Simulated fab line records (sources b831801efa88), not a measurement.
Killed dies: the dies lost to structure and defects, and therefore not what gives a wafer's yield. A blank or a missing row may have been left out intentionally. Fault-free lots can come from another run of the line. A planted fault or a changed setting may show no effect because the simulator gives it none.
fab line records || flow sky130
record: {"lots": 6, "wafers": 18, "lastDay": 50}
route steps=708 shown LI_CONTACT@385 LOCAL_INTERCONNECT@387
lots that met no fault: taken from a fault-free run of the same line
startH: hours from the record's first day to the start of the lot's first wafer shown || waitH: time in hours since the lot's previous step || " the same as in the row above || L1.1+2: a row that stands for several wafers || - no value, or no start was given || * or withheld: withheld || < > ~ a bound
route shown NAME@n: a module of which the file shows steps, and the number in the route of the first || usual: the fault-free wafers' mean and standard deviation || same: alike in all rows || chamber/n: place in a boat || sites: per-site readings || _std_site: the values' standard deviation || _edge_site: mean of outer sites minus mean of inner sites || radiusMm: how far each site lies from the wafer's centre || mask NAME#n: copy n || behind: the most recent tool/chamber to have shaped the wafer || hold: the reason the lot was held/the length of the hold in hours/how it ended || device: the n, p or np transistor that did not switch || end of line: tests of these same wafers at the route's end || a step with no rows: only its recipe || killed: not the wafer's yield, but the dies lost to structure and defects at the first sort || map: a wafer's dies, marking killed ones x, the rest . and places with no die _
set.NAME: the setting as run; set.NAME@STEP: as run at that earlier step || model.NAME: the simulator's own value behind a step, which no gauge read
a table for each step, a row for each wafer; lots at some steps of the route
services: when a tool's chamber went out of use (startH, in hours from the record's first day, below 0 if earlier), for how many hours, and the reason
== steps ==
step: SKY_LI_CONTACT_THK_MEAS_23
recipe: {"thkMeasGauge": "xrf", "reads": "W_of_LI_CONTACT_CVD_21"}
usual: {"LI_CONTACT_W_THK": "409/6.6"}
{"lot.wafer": "L782.1", "tool": "filmMetro-03", "chamber": "-", "startH": 701.87, "waitH": 0.1, "LI_CONTACT_W_THK[nm]": 412}
{"lot.wafer": "L782.5", "tool": "filmMetro-03", "chamber": "-", "startH": 701.87, "waitH": 0.1, "LI_CONTACT_W_THK[nm]": 422}
{"lot.wafer": "L782.6", "tool": "filmMetro-03", "chamber": "-", "startH": 701.87, "waitH": 0.1, "LI_CONTACT_W_THK[nm]": 404}
{"lot.wafer": "L789.1", "tool": "filmMetro-02", "chamber": "-", "startH": 754.98, "waitH": 0.1, "LI_CONTACT_W_THK[nm]": 412}
{"lot.wafer": "L789.3", "tool": "filmMetro-02", "chamber": "-", "startH": 754.98, "waitH": 0.1, "LI_CONTACT_W_THK[nm]": 421}
{"lot.wafer": "L789.4", "tool": "filmMetro-02", "chamber": "-", "startH": 754.98, "waitH": 0.1, "LI_CONTACT_W_THK[nm]": 409}
{"lot.wafer": "L790.4", "tool": "filmMetro-01", "chamber": "-", "startH": 767.60, "waitH": 0.1, "LI_CONTACT_W_THK[nm]": 407}
{"lot.wafer": "L790.5", "tool": "filmMetro-01", "chamber": "-", "startH": 767.60, "waitH": 0.1, "LI_CONTACT_W_THK[nm]": 416}
{"lot.wafer": "L790.6", "tool": "filmMetro-01", "chamber": "-", "startH": 767.60, "waitH": 0.1, "LI_CONTACT_W_THK[nm]": 412}
{"lot.wafer": "L794.3", "tool": "filmMetro-02", "chamber": "-", "startH": 795.75, "waitH": 0.1, "LI_CONTACT_W_THK[nm]": 413}
{"lot.wafer": "L794.4", "tool": "filmMetro-02", "chamber": "-", "startH": 795.75, "waitH": 0.1, "LI_CONTACT_W_THK[nm]": 420}
{"lot.wafer": "L794.5", "tool": "filmMetro-02", "chamber": "-", "startH": 795.75, "waitH": 0.1, "LI_CONTACT_W_THK[nm]": 413}
{"lot.wafer": "L795.3", "tool": "filmMetro-03", "chamber": "-", "startH": 807.69, "waitH": 0.1, "LI_CONTACT_W_THK[nm]": 407}
{"lot.wafer": "L795.4", "tool": "filmMetro-03", "chamber": "-", "startH": 807.69, "waitH": 0.1, "LI_CONTACT_W_THK[nm]": 413}
{"lot.wafer": "L795.6", "tool": "filmMetro-03", "chamber": "-", "startH": 807.69, "waitH": 0.1, "LI_CONTACT_W_THK[nm]": 405}
{"lot.wafer": "L798.2", "tool": "filmMetro-03", "chamber": "-", "startH": 828.48, "waitH": 0.1, "LI_CONTACT_W_THK[nm]": 403}
{"lot.wafer": "L798.4", "tool": "filmMetro-03", "chamber": "-", "startH": 828.48, "waitH": 0.1, "LI_CONTACT_W_THK[nm]": 419}
{"lot.wafer": "L798.6", "tool": "filmMetro-03", "chamber": "-", "startH": 828.48, "waitH": 0.1, "LI_CONTACT_W_THK[nm]": 412}
step: SKY_LI_CONTACT_CMP_24
recipe: {"stopOn": "PSG", "tOverpolishS": 20, "downForcePsi": 3.5, "platenRpm": 60, "targetThkNm": 0, "padVelocityMS": 0.94248}
usual: {"motorCurrentA": "11.1/1.3", "overpolishRunS": "20.001/0.0093", "timeToEndpointS": "98/3.3"}
{"lot.wafer": "L782.1", "tool": "cmp-01", "chamber": 0, "startH": 701.98, "waitH": 0.1, "motorCurrentA": 12.1, "overpolishRunS": 19.999, "timeToEndpointS": 95}
{"lot.wafer": "L782.6", "tool": "cmp-01", "chamber": 3, "startH": 701.98, "waitH": 0.1, "motorCurrentA": 12.0, "overpolishRunS": 19.993, "timeToEndpointS": 96}
{"lot.wafer": "L782.5", "tool": "cmp-01", "chamber": 0, "startH": 701.98, "waitH": 0.1, "motorCurrentA": 12.3, "overpolishRunS": 19.999, "timeToEndpointS": 96}
{"lot.wafer": "L789.4", "tool": "cmp-02", "chamber": 1, "startH": 755.04, "waitH": 0.0, "motorCurrentA": 9.8, "overpolishRunS": 20.010, "timeToEndpointS": 100}
{"lot.wafer": "L789.1", "tool": "cmp-02", "chamber": 2, "startH": 755.04, "waitH": 0.0, "motorCurrentA": 9.1, "overpolishRunS": 20.004, "timeToEndpointS": 103}
{"lot.wafer": "L789.3", "tool": "cmp-02", "chamber": 3, "startH": 755.04, "waitH": 0.0, "motorCurrentA": 11.2, "overpolishRunS": 20.010, "timeToEndpointS": 103}
{"lot.wafer": "L790.4", "tool": "cmp-02", "chamber": 0, "startH": 767.68, "waitH": 0.1, "motorCurrentA": 8.8, "overpolishRunS": 20.000, "timeToEndpointS": 103}
{"lot.wafer": "L790.6", "tool": "cmp-02", "chamber": 3, "startH": 767.68, "waitH": 0.1, "motorCurrentA": 11.1, "overpolishRunS": 19.996, "timeToEndpointS": 101}
{"lot.wafer": "L790.5", "tool": "cmp-02", "chamber": 0, "startH": 767.68, "waitH": 0.1, "motorCurrentA": 8.8, "overpolishRunS": 20.003, "timeToEndpointS": 104}
{"lot.wafer": "L794.4", "tool": "cmp-01", "chamber": 0, "startH": 795.89, "waitH": 0.1, "motorCurrentA": 11.9, "overpolishRunS": 19.986, "timeToEndpointS": 99}
{"lot.wafer": "L794.3", "tool": "cmp-01", "chamber": 1, "startH": 795.89, "waitH": 0.1, "motorCurrentA": 10.9, "overpolishRunS": 20.016, "timeToEndpointS": 96}
{"lot.wafer": "L794.5", "tool": "cmp-01", "chamber": 2, "startH": 795.89, "waitH": 0.1, "motorCurrentA": 12.7, "overpolishRunS": 19.994, "timeToEndpointS": 104}
{"lot.wafer": "L795.3", "tool": "cmp-01", "chamber": 0, "startH": 807.78, "waitH": 0.1, "motorCurrentA": 12.5, "overpolishRunS": 19.991, "timeToEndpointS": 100}
{"lot.wafer": "L795.4", "tool": "cmp-01", "chamber": 1, "startH": 807.78, "waitH": 0.1, "motorCurrentA": 11.4, "overpolishRunS": 20.007, "timeToEndpointS": 100}
{"lot.wafer": "L795.6", "tool": "cmp-01", "chamber": 3, "startH": 807.78, "waitH": 0.1, "motorCurrentA": 12.3, "overpolishRunS": 20.010, "timeToEndpointS": 97}
{"lot.wafer": "L798.2", "tool": "cmp-02", "chamber": 2, "startH": 828.58, "waitH": 0.1, "motorCurrentA": 9.4, "overpolishRunS": 20.003, "timeToEndpointS": 99}
{"lot.wafer": "L798.4", "tool": "cmp-02", "chamber": 0, "startH": 828.58, "waitH": 0.1, "motorCurrentA": 9.0, "overpolishRunS": 19.995, "timeToEndpointS": 101}
{"lot.wafer": "L798.6", "tool": "cmp-02", "chamber": 1, "startH": 828.58, "waitH": 0.1, "motorCurrentA": 10.1, "overpolishRunS": 19.999, "timeToEndpointS": 101}
step: SKY_LOCAL_INTERCONNECT_SPUTTER_00
recipe: {"material": "TiN", "targetThkNm": 100, "tempC": 300, "powerW": 6500, "timeS": 83.3, "chamberPressurePa": 0.4}
usual: {"throttleValvePct": "30.0/0.94"}
{"lot.wafer": "L782.1", "tool": "pvdSputter-02", "chamber": "-", "startH": 702.23, "waitH": 0.2, "throttleValvePct": 29.4}
{"lot.wafer": "L782.5", "tool": "pvdSputter-02", "chamber": "-", "startH": 702.23, "waitH": 0.2, "throttleValvePct": 29.6}
{"lot.wafer": "L782.6", "tool": "pvdSputter-02", "chamber": "-", "startH": 702.23, "waitH": 0.2, "throttleValvePct": 29.3}
{"lot.wafer": "L789.1", "tool": "pvdSputter-03", "chamber": "-", "startH": 755.34, "waitH": 0.2, "throttleValvePct": 29.3}
{"lot.wafer": "L789.3", "tool": "pvdSputter-03", "chamber": "-", "startH": 755.34, "waitH": 0.2, "throttleValvePct": 29.0}
{"lot.wafer": "L789.4", "tool": "pvdSputter-03", "chamber": "-", "startH": 755.34, "waitH": 0.2, "throttleValvePct": 29.8}
{"lot.wafer": "L790.4", "tool": "pvdSputter-02", "chamber": "-", "startH": 767.93, "waitH": 0.2, "throttleValvePct": 29.2}
{"lot.wafer": "L790.5", "tool": "pvdSputter-02", "chamber": "-", "startH": 767.93, "waitH": 0.2, "throttleValvePct": 28.9}
{"lot.wafer": "L790.6", "tool": "pvdSputter-02", "chamber": "-", "startH": 767.93, "waitH": 0.2, "throttleValvePct": 29.6}
{"lot.wafer": "L794.3", "tool": "pvdSputter-02", "chamber": "-", "startH": 796.09, "waitH": 0.1, "throttleValvePct": 29.1}
{"lot.wafer": "L794.4", "tool": "pvdSputter-02", "chamber": "-", "startH": 796.09, "waitH": 0.1, "throttleValvePct": 29.8}
{"lot.wafer": "L794.5", "tool": "pvdSputter-02", "chamber": "-", "startH": 796.09, "waitH": 0.1, "throttleValvePct": 29.8}
{"lot.wafer": "L795.3", "tool": "pvdSputter-03", "chamber": "-", "startH": 808.03, "waitH": 0.2, "throttleValvePct": 29.1}
{"lot.wafer": "L795.4", "tool": "pvdSputter-03", "chamber": "-", "startH": 808.03, "waitH": 0.2, "throttleValvePct": 30.3}
{"lot.wafer": "L795.6", "tool": "pvdSputter-03", "chamber": "-", "startH": 808.03, "waitH": 0.2, "throttleValvePct": 29.5}
{"lot.wafer": "L798.2", "tool": "pvdSputter-02", "chamber": "-", "startH": 828.83, "waitH": 0.2, "throttleValvePct": 31.2}
{"lot.wafer": "L798.4", "tool": "pvdSputter-02", "chamber": "-", "startH": 828.83, "waitH": 0.2, "throttleValvePct": 29.2}
{"lot.wafer": "L798.6", "tool": "pvdSputter-02", "chamber": "-", "startH": 828.83, "waitH": 0.2, "throttleValvePct": 29.5}
step: SKY_LOCAL_INTERCONNECT_RS_MEAS_01
recipe: {"thkMeasGauge": "four-point-probe", "reads": "TiN_of_LOCAL_INTERCONNECT_SPUTTER_00"}
usual: {"LOCAL_INTERCONNECT_TIN_RS": "14.24/0.17"}
{"lot.wafer": "L782.1", "tool": "filmMetro-02", "chamber": "-", "startH": 702.30, "waitH": 0.0, "LOCAL_INTERCONNECT_TIN_RS[ohm/sq]": 14.40}
{"lot.wafer": "L782.5", "tool": "filmMetro-02", "chamber": "-", "startH": 702.30, "waitH": 0.0, "LOCAL_INTERCONNECT_TIN_RS[ohm/sq]": 14.38}
{"lot.wafer": "L782.6", "tool": "filmMetro-02", "chamber": "-", "startH": 702.30, "waitH": 0.0, "LOCAL_INTERCONNECT_TIN_RS[ohm/sq]": 14.38}
{"lot.wafer": "L789.1", "tool": "filmMetro-01", "chamber": "-", "startH": 755.40, "waitH": 0.0, "LOCAL_INTERCONNECT_TIN_RS[ohm/sq]": 14.13}
{"lot.wafer": "L789.3", "tool": "filmMetro-01", "chamber": "-", "startH": 755.40, "waitH": 0.0, "LOCAL_INTERCONNECT_TIN_RS[ohm/sq]": 14.30}
{"lot.wafer": "L789.4", "tool": "filmMetro-01", "chamber": "-", "startH": 755.40, "waitH": 0.0, "LOCAL_INTERCONNECT_TIN_RS[ohm/sq]": 14.16}
{"lot.wafer": "L790.4", "tool": "filmMetro-04", "chamber": "-", "startH": 768.06, "waitH": 0.1, "LOCAL_INTERCONNECT_TIN_RS[ohm/sq]": 14.36}
{"lot.wafer": "L790.5", "tool": "filmMetro-04", "chamber": "-", "startH": 768.06, "waitH": 0.1, "LOCAL_INTERCONNECT_TIN_RS[ohm/sq]": 14.35}
{"lot.wafer": "L790.6", "tool": "filmMetro-04", "chamber": "-", "startH": 768.06, "waitH": 0.1, "LOCAL_INTERCONNECT_TIN_RS[ohm/sq]": 14.51}
{"lot.wafer": "L794.3", "tool": "filmMetro-02", "chamber": "-", "startH": 796.19, "waitH": 0.1, "LOCAL_INTERCONNECT_TIN_RS[ohm/sq]": 14.16}
{"lot.wafer": "L794.4", "tool": "filmMetro-02", "chamber": "-", "startH": 796.19, "waitH": 0.1, "LOCAL_INTERCONNECT_TIN_RS[ohm/sq]": 14.27}
{"lot.wafer": "L794.5", "tool": "filmMetro-02", "chamber": "-", "startH": 796.19, "waitH": 0.1, "LOCAL_INTERCONNECT_TIN_RS[ohm/sq]": 14.24}
{"lot.wafer": "L795.3", "tool": "filmMetro-04", "chamber": "-", "startH": 808.19, "waitH": 0.1, "LOCAL_INTERCONNECT_TIN_RS[ohm/sq]": 14.35}
{"lot.wafer": "L795.4", "tool": "filmMetro-04", "chamber": "-", "startH": 808.19, "waitH": 0.1, "LOCAL_INTERCONNECT_TIN_RS[ohm/sq]": 14.02}
{"lot.wafer": "L795.6", "tool": "filmMetro-04", "chamber": "-", "startH": 808.19, "waitH": 0.1, "LOCAL_INTERCONNECT_TIN_RS[ohm/sq]": 13.99}
{"lot.wafer": "L798.2", "tool": "filmMetro-04", "chamber": "-", "startH": 828.92, "waitH": 0.1, "LOCAL_INTERCONNECT_TIN_RS[ohm/sq]": 14.28}
{"lot.wafer": "L798.4", "tool": "filmMetro-04", "chamber": "-", "startH": 828.92, "waitH": 0.1, "LOCAL_INTERCONNECT_TIN_RS[ohm/sq]": 14.19}
{"lot.wafer": "L798.6", "tool": "filmMetro-04", "chamber": "-", "startH": 828.92, "waitH": 0.1, "LOCAL_INTERCONNECT_TIN_RS[ohm/sq]": 14.14}
step: SKY_LOCAL_INTERCONNECT_THK_MEAS_02
recipe: {"thkMeasGauge": "xrf", "reads": "TiN_of_LOCAL_INTERCONNECT_SPUTTER_00"}
usual: {"LOCAL_INTERCONNECT_TIN_THK": "101.2/1.3"}
{"lot.wafer": "L782.1", "tool": "filmMetro-02", "chamber": "-", "startH": 702.42, "waitH": 0.1, "LOCAL_INTERCONNECT_TIN_THK[nm]": 100.0}
{"lot.wafer": "L782.5", "tool": "filmMetro-02", "chamber": "-", "startH": 702.42, "waitH": 0.1, "LOCAL_INTERCONNECT_TIN_THK[nm]": 100.3}
{"lot.wafer": "L782.6", "tool": "filmMetro-02", "chamber": "-", "startH": 702.42, "waitH": 0.1, "LOCAL_INTERCONNECT_TIN_THK[nm]": 100.5}
{"lot.wafer": "L789.1", "tool": "filmMetro-01", "chamber": "-", "startH": 755.52, "waitH": 0.1, "LOCAL_INTERCONNECT_TIN_THK[nm]": 100.9}
{"lot.wafer": "L789.3", "tool": "filmMetro-01", "chamber": "-", "startH": 755.52, "waitH": 0.1, "LOCAL_INTERCONNECT_TIN_THK[nm]": 99.8}
{"lot.wafer": "L789.4", "tool": "filmMetro-01", "chamber": "-", "startH": 755.52, "waitH": 0.1, "LOCAL_INTERCONNECT_TIN_THK[nm]": 100.9}
{"lot.wafer": "L790.4", "tool": "filmMetro-04", "chamber": "-", "startH": 768.15, "waitH": 0.1, "LOCAL_INTERCONNECT_TIN_THK[nm]": 100.4}
{"lot.wafer": "L790.5", "tool": "filmMetro-04", "chamber": "-", "startH": 768.15, "waitH": 0.1, "LOCAL_INTERCONNECT_TIN_THK[nm]": 100.6}
{"lot.wafer": "L790.6", "tool": "filmMetro-04", "chamber": "-", "startH": 768.15, "waitH": 0.1, "LOCAL_INTERCONNECT_TIN_THK[nm]": 99.1}
{"lot.wafer": "L794.3", "tool": "filmMetro-02", "chamber": "-", "startH": 796.29, "waitH": 0.1, "LOCAL_INTERCONNECT_TIN_THK[nm]": 102.0}
{"lot.wafer": "L794.4", "tool": "filmMetro-02", "chamber": "-", "startH": 796.29, "waitH": 0.1, "LOCAL_INTERCONNECT_TIN_THK[nm]": 101.2}
{"lot.wafer": "L794.5", "tool": "filmMetro-02", "chamber": "-", "startH": 796.29, "waitH": 0.1, "LOCAL_INTERCONNECT_TIN_THK[nm]": 101.6}
{"lot.wafer": "L795.3", "tool": "filmMetro-04", "chamber": "-", "startH": 808.29, "waitH": 0.1, "LOCAL_INTERCONNECT_TIN_THK[nm]": 100.6}
{"lot.wafer": "L795.4", "tool": "filmMetro-04", "chamber": "-", "startH": 808.29, "waitH": 0.1, "LOCAL_INTERCONNECT_TIN_THK[nm]": 102.6}
{"lot.wafer": "L795.6", "tool": "filmMetro-04", "chamber": "-", "startH": 808.29, "waitH": 0.1, "LOCAL_INTERCONNECT_TIN_THK[nm]": 102.3}
{"lot.wafer": "L798.2", "tool": "filmMetro-04", "chamber": "-", "startH": 829.03, "waitH": 0.1, "LOCAL_INTERCONNECT_TIN_THK[nm]": 101.2}
{"lot.wafer": "L798.4", "tool": "filmMetro-04", "chamber": "-", "startH": 829.03, "waitH": 0.1, "LOCAL_INTERCONNECT_TIN_THK[nm]": 101.6}
{"lot.wafer": "L798.6", "tool": "filmMetro-04", "chamber": "-", "startH": 829.03, "waitH": 0.1, "LOCAL_INTERCONNECT_TIN_THK[nm]": 101.7}
step: SKY_LOCAL_INTERCONNECT_DEHYDRATE_03
recipe: {"tempC": 200, "timeS": 60}
step: SKY_LOCAL_INTERCONNECT_HMDS_04
recipe: {"primeTimeS": 60, "primeTempC": 120}
step: SKY_LOCAL_INTERCONNECT_COAT_05
recipe: {"resist": "BARC", "tempC": "withheld", "timeS": "withheld", "spinRpm": 3000, "resistThkNm": 60}
step: SKY_LOCAL_INTERCONNECT_COAT_06
recipe: {"resist": "KrF-thick", "spinRpm": 3000, "resistThkNm": 450}
step: SKY_LOCAL_INTERCONNECT_SOFTBAKE_07
recipe: {"tempC": 100, "timeS": 90, "resist": "KrF-thick"}
step: SKY_LOCAL_INTERCONNECT_EXPOSE_08
recipe: {"maskId": "LI1M", "na": 0.8, "sourceShape": "annular", "sigmaInner": 0.55, "sigmaOuter": 0.85, "targetCdNm": 170, "doseMj": 28.54}
step: SKY_LOCAL_INTERCONNECT_PEB_09
recipe: {"pebTempC": "withheld", "pebTimeS": "withheld", "resist": "KrF-thick"}
step: SKY_LOCAL_INTERCONNECT_DEVELOP_10
recipe: {"developTimeS": 60, "resist": "KrF-thick", "devTempC": 21}
usual: {"chillPlateTempC": "23.00/0.12", "developTimeS": "60/0"}
{"lot.wafer": "L782.1", "tool": "lithoTrack-02", "chamber": 0, "startH": 730, "waitH": "-", "chillPlateTempC": 23.05, "developTimeS": 60, "model.KrF-thick_of_LOCAL_INTERCONNECT_COAT_06.thkNm": 436.1}
{"lot.wafer": "L782.5", "tool": "lithoTrack-02", "chamber": 0, "startH": 730, "waitH": "-", "chillPlateTempC": 22.90, "developTimeS": 60, "model.KrF-thick_of_LOCAL_INTERCONNECT_COAT_06.thkNm": 435.4}
{"lot.wafer": "L782.6", "tool": "lithoTrack-02", "chamber": 0, "startH": 730, "waitH": "-", "chillPlateTempC": 22.98, "developTimeS": 60, "model.KrF-thick_of_LOCAL_INTERCONNECT_COAT_06.thkNm": 436}
{"lot.wafer": "L789.1", "tool": "lithoTrack-03", "chamber": "-", "startH": 782, "waitH": "-", "chillPlateTempC": "-", "developTimeS": "-", "model.KrF-thick_of_LOCAL_INTERCONNECT_COAT_06.thkNm": 449.5}
{"lot.wafer": "L789.3", "tool": "lithoTrack-03", "chamber": "-", "startH": 782, "waitH": "-", "chillPlateTempC": "-", "developTimeS": "-", "model.KrF-thick_of_LOCAL_INTERCONNECT_COAT_06.thkNm": 449.6}
{"lot.wafer": "L789.4", "tool": "lithoTrack-03", "chamber": "-", "startH": 782, "waitH": "-", "chillPlateTempC": "-", "developTimeS": "-", "model.KrF-thick_of_LOCAL_INTERCONNECT_COAT_06.thkNm": 449.9}
{"lot.wafer": "L790.4", "tool": "lithoTrack-02", "chamber": "-", "startH": 795, "waitH": "-", "chillPlateTempC": "-", "developTimeS": "-", "model.KrF-thick_of_LOCAL_INTERCONNECT_COAT_06.thkNm": 449.5}
{"lot.wafer": "L790.5", "tool": "lithoTrack-02", "chamber": "-", "startH": 795, "waitH": "-", "chillPlateTempC": "-", "developTimeS": "-", "model.KrF-thick_of_LOCAL_INTERCONNECT_COAT_06.thkNm": 448.7}
{"lot.wafer": "L790.6", "tool": "lithoTrack-02", "chamber": "-", "startH": 795, "waitH": "-", "chillPlateTempC": "-", "developTimeS": "-", "model.KrF-thick_of_LOCAL_INTERCONNECT_COAT_06.thkNm": 447.9}
{"lot.wafer": "L794.3", "tool": "lithoTrack-03", "chamber": 0, "startH": 822, "waitH": "-", "chillPlateTempC": 23.06, "developTimeS": 60, "model.KrF-thick_of_LOCAL_INTERCONNECT_COAT_06.thkNm": 436.4}
{"lot.wafer": "L794.4", "tool": "lithoTrack-03", "chamber": 0, "startH": 822, "waitH": "-", "chillPlateTempC": 23.29, "developTimeS": 60, "model.KrF-thick_of_LOCAL_INTERCONNECT_COAT_06.thkNm": 437}
{"lot.wafer": "L794.5", "tool": "lithoTrack-03", "chamber": 0, "startH": 822, "waitH": "-", "chillPlateTempC": 23.09, "developTimeS": 60, "model.KrF-thick_of_LOCAL_INTERCONNECT_COAT_06.thkNm": 435.6}
{"lot.wafer": "L795.3", "tool": "lithoTrack-02", "chamber": 0, "startH": 834, "waitH": "-", "chillPlateTempC": 23.03, "developTimeS": 60, "model.KrF-thick_of_LOCAL_INTERCONNECT_COAT_06.thkNm": 435}
{"lot.wafer": "L795.4", "tool": "lithoTrack-02", "chamber": 0, "startH": 834, "waitH": "-", "chillPlateTempC": 23.05, "developTimeS": 60, "model.KrF-thick_of_LOCAL_INTERCONNECT_COAT_06.thkNm": 435.9}
{"lot.wafer": "L795.6", "tool": "lithoTrack-02", "chamber": 0, "startH": 834, "waitH": "-", "chillPlateTempC": 23.16, "developTimeS": 60, "model.KrF-thick_of_LOCAL_INTERCONNECT_COAT_06.thkNm": 436.2}
{"lot.wafer": "L798.2", "tool": "lithoTrack-02", "chamber": 0, "startH": 855, "waitH": "-", "chillPlateTempC": 23.00, "developTimeS": 60, "model.KrF-thick_of_LOCAL_INTERCONNECT_COAT_06.thkNm": 437.1}
{"lot.wafer": "L798.4", "tool": "lithoTrack-02", "chamber": 0, "startH": 855, "waitH": "-", "chillPlateTempC": 23.13, "developTimeS": 60, "model.KrF-thick_of_LOCAL_INTERCONNECT_COAT_06.thkNm": 436.3}
{"lot.wafer": "L798.6", "tool": "lithoTrack-02", "chamber": 0, "startH": 855, "waitH": "-", "chillPlateTempC": 23.18, "developTimeS": 60, "model.KrF-thick_of_LOCAL_INTERCONNECT_COAT_06.thkNm": 436.3}
step: SKY_LOCAL_INTERCONNECT_CD_MEAS_11
recipe: {"targetCdNm": 170}
usual: {"cdNm": "170.2/1.5"}
{"lot.wafer": "L782.1", "tool": "cdSem-01", "chamber": "-", "startH": 730.81, "waitH": "-", "cdNm": 167.0}
{"lot.wafer": "L782.5", "tool": "cdSem-01", "chamber": "-", "startH": 730.81, "waitH": "-", "cdNm": 167.8}
{"lot.wafer": "L782.6", "tool": "cdSem-01", "chamber": "-", "startH": 730.81, "waitH": "-", "cdNm": 167.4}
{"lot.wafer": "L789.1", "tool": "cdSem-01", "chamber": "-", "startH": 782.47, "waitH": "-", "cdNm": "-"}
{"lot.wafer": "L789.3", "tool": "cdSem-01", "chamber": "-", "startH": 782.47, "waitH": "-", "cdNm": "-"}
{"lot.wafer": "L789.4", "tool": "cdSem-01", "chamber": "-", "startH": 782.47, "waitH": "-", "cdNm": "-"}
{"lot.wafer": "L790.4", "tool": "cdSem-01", "chamber": "-", "startH": 795.47, "waitH": "-", "cdNm": "-"}
{"lot.wafer": "L790.5", "tool": "cdSem-01", "chamber": "-", "startH": 795.47, "waitH": "-", "cdNm": "-"}
{"lot.wafer": "L790.6", "tool": "cdSem-01", "chamber": "-", "startH": 795.47, "waitH": "-", "cdNm": "-"}
{"lot.wafer": "L794.3", "tool": "cdSem-02", "chamber": "-", "startH": 823.01, "waitH": "-", "cdNm": 168.9}
{"lot.wafer": "L794.4", "tool": "cdSem-02", "chamber": "-", "startH": 823.01, "waitH": "-", "cdNm": 170.4}
{"lot.wafer": "L794.5", "tool": "cdSem-02", "chamber": "-", "startH": 823.01, "waitH": "-", "cdNm": 170.7}
{"lot.wafer": "L795.3", "tool": "cdSem-02", "chamber": "-", "startH": 834.65, "waitH": "-", "cdNm": 168.0}
{"lot.wafer": "L795.4", "tool": "cdSem-02", "chamber": "-", "startH": 834.65, "waitH": "-", "cdNm": 169.1}
{"lot.wafer": "L795.6", "tool": "cdSem-02", "chamber": "-", "startH": 834.65, "waitH": "-", "cdNm": 168.3}
{"lot.wafer": "L798.2", "tool": "cdSem-01", "chamber": "-", "startH": 855.33, "waitH": "-", "cdNm": 172.7}
{"lot.wafer": "L798.4", "tool": "cdSem-01", "chamber": "-", "startH": 855.33, "waitH": "-", "cdNm": 171.4}
{"lot.wafer": "L798.6", "tool": "cdSem-01", "chamber": "-", "startH": 855.33, "waitH": "-", "cdNm": 170.8}
== services ==
{"tool": "pvdSputter-02", "chamber": 1, "startH": 684.71, "hours": "-", "kind": "consumableReplace:kit"}
{"tool": "pvdSputter-02", "chamber": 1, "startH": 684.71, "hours": 18.0, "kind": "scheduledDown"}
{"tool": "pvdSputter-02", "chamber": 1, "startH": 684.71, "hours": 18.0, "kind": "ventCycle"}
{"tool": "cmp-01", "chamber": "-", "startH": 684.87, "hours": 1.6, "kind": "repair"}
{"tool": "cmp-01", "chamber": "-", "startH": 715.90, "hours": 0.4, "kind": "repair"}
{"tool": "pvdSputter-02", "chamber": "-", "startH": 736.23, "hours": 1.5, "kind": "repair"}
{"tool": "cmp-01", "chamber": "-", "startH": 744.00, "hours": 4.0, "kind": "pm"}
{"tool": "cmp-01", "chamber": "-", "startH": 748.00, "hours": "-", "kind": "consumableReplace:conditioner"}
{"tool": "cmp-01", "chamber": "-", "startH": 748.00, "hours": "-", "kind": "consumableReplace:pad"}
{"tool": "cmp-02", "chamber": "-", "startH": 749.52, "hours": 0.8, "kind": "repair"}
{"tool": "cmp-01", "chamber": "-", "startH": 755.87, "hours": 2.6, "kind": "repair"}
{"tool": "pvdSputter-03", "chamber": "-", "startH": 764.37, "hours": 10.1, "kind": "repair"}
{"tool": "cmp-02", "chamber": "-", "startH": 818.82, "hours": 0.6, "kind": "repair"}
{"tool": "cmp-01", "chamber": "-", "startH": 828.66, "hours": 0.9, "kind": "repair"}
{"tool": "cmp-01", "chamber": "-", "startH": 833.51, "hours": 5.5, "kind": "pm"}
== key ==
firstSign: {"step": "SKY_LOCAL_INTERCONNECT_DEVELOP_10", "reading": "toolRecord", "direction": "missing"}
effect none on later readings
modelEffect: {"step": "SKY_LOCAL_INTERCONNECT_DEVELOP_10", "value": "KrF-thick_of_LOCAL_INTERCONNECT_COAT_06.thkNm", "without": 435.1, "struck": 449.2}
metAt SKY_LOCAL_INTERCONNECT_DEVELOP_10
struckWafers L789.1,L789.3,L789.4,L790.4,L790.5,L790.6
laterRowsLeftOut L789.1,L789.3,L789.4,L790.4,L790.5,L790.6
sortLeftOut L789.1,L789.3,L789.4,L790.4,L790.5,L790.6
testerLeftOut L789,L790
onsetBetween 730 782
fault: {"kind": "skippedStepWhole", "tool": "lithoTrack-02,lithoTrack-03", "chamber": "-", "onsetH": 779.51, "steps": "SKY_LOCAL_INTERCONNECT_DEVELOP_10", "scope": "struckLotsOnly"}
testerLeftOut: of these lots the tester's yield and bins aren't shown, on N5 and GAA mostly nor the transistor test; their killed dies are dies lost to structure and defects alone, not to doping, threshold or leakage, so they don't give the yield
sortLeftOut: the simulated sort isn't trusted on such a fault, so these wafers' sort isn't shown, and their yield isn't known
laterRowsLeftOut: the simulator's readings of these wafers behind a module that went badly wrong aren't trusted and aren't shown, but for the sort
